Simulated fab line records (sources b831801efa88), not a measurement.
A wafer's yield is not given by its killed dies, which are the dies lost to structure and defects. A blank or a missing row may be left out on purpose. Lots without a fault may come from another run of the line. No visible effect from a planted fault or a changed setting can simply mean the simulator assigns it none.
Chamber matching | flow sky130 | SKY_CONTACT_CVD_00 on pecvd-03: 3 sister chambers
The step deposits Si3N4, target thk 75 nm. 3 wafers are shown with their chamber, then 7 later ones without.

EACH WAFER AND ITS CHAMBER
wafer  | chamber | heater_power_w (W)
L934.2 | 1       | 884
L939.1 | 0       | 667
L939.3 | 2       | 728

WAFERS WITH NO CHAMBER GIVEN
wafer  | heater_power_w (W)
L939.5 | 689
L940.4 | 691
L940.5 | 773
L940.6 | 933
L951.1 | 953
L951.3 | 713
L951.5 | 961

WHICH CHAMBER EACH WENT THROUGH
wafer  | from the rows above          | in truth
L939.5 | can't be placed: 0 or 2      | 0
L940.4 | can't be placed: 0 or 2      | 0
L940.5 | can't be placed: 2 or 0 or 1 | 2
L940.6 | 1                            | 1
L951.1 | 1                            | 1
L951.3 | can't be placed: 2 or 0      | 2
L951.5 | 1                            | 1
Correctly placed: 3 of 7. Can't be placed from these rows: 4 (the true chamber is among the candidates in 4). 0 placed wrongly.
How it was worked out, from the rows above alone: a wafer's distance from a chamber is the root of the sum, over the readings, of the square of ((its reading less the chamber's mean) divided by the reading's scatter). The wafer belongs to the nearest chamber; if the next one is less than 2 further off, it can't be placed. For every chamber, the mean is computed from those of its wafers that are shown. The scatter (one wafer shown for each chamber): square how far every hidden wafer sits from the nearest shown wafer, average those squares and take the square root.
